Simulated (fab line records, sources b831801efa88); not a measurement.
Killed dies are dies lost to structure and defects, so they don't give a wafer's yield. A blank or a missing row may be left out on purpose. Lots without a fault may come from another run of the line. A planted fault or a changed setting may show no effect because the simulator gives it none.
Which tool did it? | flow gf180mcu | 11 lots, 33 wafers sampled, at 3 steps of a route of 602

WHAT THE GAUGES READ, wafer by wafer
GF_M5_CD_MEAS_07: target cd 280 nm.
lot  | measured     | on        | cd_nm (nm)
L847 | day 26 08:40 | cd_sem-02 | 280.8 279.3 278.6
L853 | day 28 12:45 | cd_sem-02 | 282.2 282.8 282.5
L854 | day 28 13:27 | cd_sem-01 | 281.0 281.5 282.5
L855 | day 29 04:32 | cd_sem-02 | 279.8 278.5 279.8
L856 | day 29 15:12 | cd_sem-02 | 279.2 279.3 280.1
L858 | day 30 00:04 | cd_sem-01 | 280.0 279.4 279.7
L859 | day 30 02:54 | cd_sem-02 | 281.3 280.8 280.8
L860 | day 30 16:11 | cd_sem-01 | 281.4 282.2 282.1
L861 | day 30 20:11 | cd_sem-02 | 282.1 281.6 281.4
L864 | day 31 13:55 | cd_sem-01 | 279.8 279.4 279.5
L867 | day 32 06:55 | cd_sem-02 | 280.8 280.2 280.4

WHICH TOOL RAN EACH LOT (tool, then ch and the chambers of the sampled wafers, then the start)
lot  | GF_V4_ETCH_16                      | GF_V4_CMP_26
L847 | rie_diel-03 ch 0,1,3, day 24 11:43 | cmp-01 ch 0,3, day 24 12:49
L853 | rie_diel-04 ch 1,2, day 26 19:22   | cmp-02 ch 0,2,3, day 26 20:25
L854 | rie_diel-03 ch 0,1,3, day 26 20:37 | cmp-02 ch 0,2, day 26 21:40
L855 | rie_diel-04 ch 1,2,3, day 27 12:02 | cmp-01 ch 1,2, day 27 13:07
L856 | rie_diel-01 ch 0,2, day 27 22:34   | cmp-02 ch 0,1,3, day 27 23:42
L858 | rie_diel-03 ch 0,3, day 28 08:01   | cmp-01 ch 0,2,3, day 28 09:08
L859 | rie_diel-03 ch 0,1,2, day 28 10:59 | cmp-01 ch 0,1,2, day 28 12:08
L860 | rie_diel-03 ch 2,3, day 29 00:19   | cmp-02 ch 0,1,2, day 29 01:26
L861 | rie_diel-04 ch 1,3, day 29 04:49   | cmp-02 ch 0,3, day 29 05:53
L864 | rie_diel-04 ch 0,1, day 30 00:25   | cmp-01 ch 1,2,3, day 30 01:28
L867 | rie_diel-03 ch 1,2, day 30 18:58   | cmp-02 ch 1,2,3, day 30 20:10
- GF_V4_ETCH_16: etches BARC in N2/H2.
- GF_V4_CMP_26: polishes, stops on SiO2, t overpolish 15 s, target thk 0 nm.

THE ANSWER, worked out from the rows above alone
Rule: what is usual is taken from the lots themselves. Put in order of their means at a reading, lots are off if they are a third of the lots or fewer, leave a main group of 4 or more, and stand apart from it by a gap of 3 or more times the standard deviation of the main group's means; of several such gaps the widest counts. A main group whose means are all the same, to the digits that the tables above print for the reading, isn't used. A lot without any number at a reading at which 4 lots or more have one is off too. The other lots that the step has rows for count as sound.
No lot is off at any reading shown: from this, nothing can be told.

WHAT THE SIMULATOR HAD PUT IN
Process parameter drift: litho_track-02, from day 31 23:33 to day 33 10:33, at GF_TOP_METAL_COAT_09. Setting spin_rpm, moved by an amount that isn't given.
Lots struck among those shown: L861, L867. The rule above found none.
